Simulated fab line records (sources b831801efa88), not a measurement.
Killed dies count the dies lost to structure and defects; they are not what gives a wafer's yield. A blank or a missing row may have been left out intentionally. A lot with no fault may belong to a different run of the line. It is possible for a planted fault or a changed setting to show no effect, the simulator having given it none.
The same fault as seen by 2 desks + flow gf180mcu + each desk holds nothing but its own numbers, with what lay behind them at the end

DESK OF THE TOOL OWNER: pvdSputter-01
The tool's own readings at GF_M4_SPUTTER_01 (material TiN, target thk 30 nm, time 25 s): means of the sampled wafers that have a number, for each lot that ran on this tool. Marked OUT: a lot whose mean sits more than 4 standard deviations from the usual mean, which makes it out of limits; the brackets give that distance.
Columns: A = throttleValvePct at GF_M4_SPUTTER_01, usual 29.8 %
| lot  | first seen here | A    |
|------|-----------------|------|
| L565 | day 22 04:35    | 28.4 |
| L574 | day 25 06:35    | 29.3 |
| L581 | day 28 06:37    | 29.3 |
| L583 | day 28 23:04    | 29.6 |
| L585 | day 29 15:11    | 29.2 |
Finding of this desk: none of the 5 lots has anything out of limits.

THE METROLOGY DESK
What the gauges read for every lot (on any tool): the sampled wafers with a number, averaged. Marked OUT: a lot whose mean sits more than 4 standard deviations from the usual mean, which makes it out of limits; the brackets give that distance.
Columns: A = V3_W_RS at GF_V3_RS_MEAS_24, usual 0.326 ohm/sq; B = V3_W_THK at GF_V3_THK_MEAS_25, usual 357 nm
| lot  | first seen here | A     | B   |
|------|-----------------|-------|-----|
| L565 | day 22 03:54    | 0.331 | 344 |
| L574 | day 25 06:01    | 0.325 | 361 |
| L581 | day 28 06:02    | 0.329 | 357 |
| L583 | day 28 22:29    | 0.326 | 357 |
| L585 | day 29 14:37    | 0.318 | 369 |
Finding of this desk: none of the 5 lots has anything out of limits.

ALL TOGETHER
Nothing out of limits was seen by the tool owner's desk.
Nothing out of limits was seen by the metrology desk.

WHAT THE SIMULATOR HAD INSERTED
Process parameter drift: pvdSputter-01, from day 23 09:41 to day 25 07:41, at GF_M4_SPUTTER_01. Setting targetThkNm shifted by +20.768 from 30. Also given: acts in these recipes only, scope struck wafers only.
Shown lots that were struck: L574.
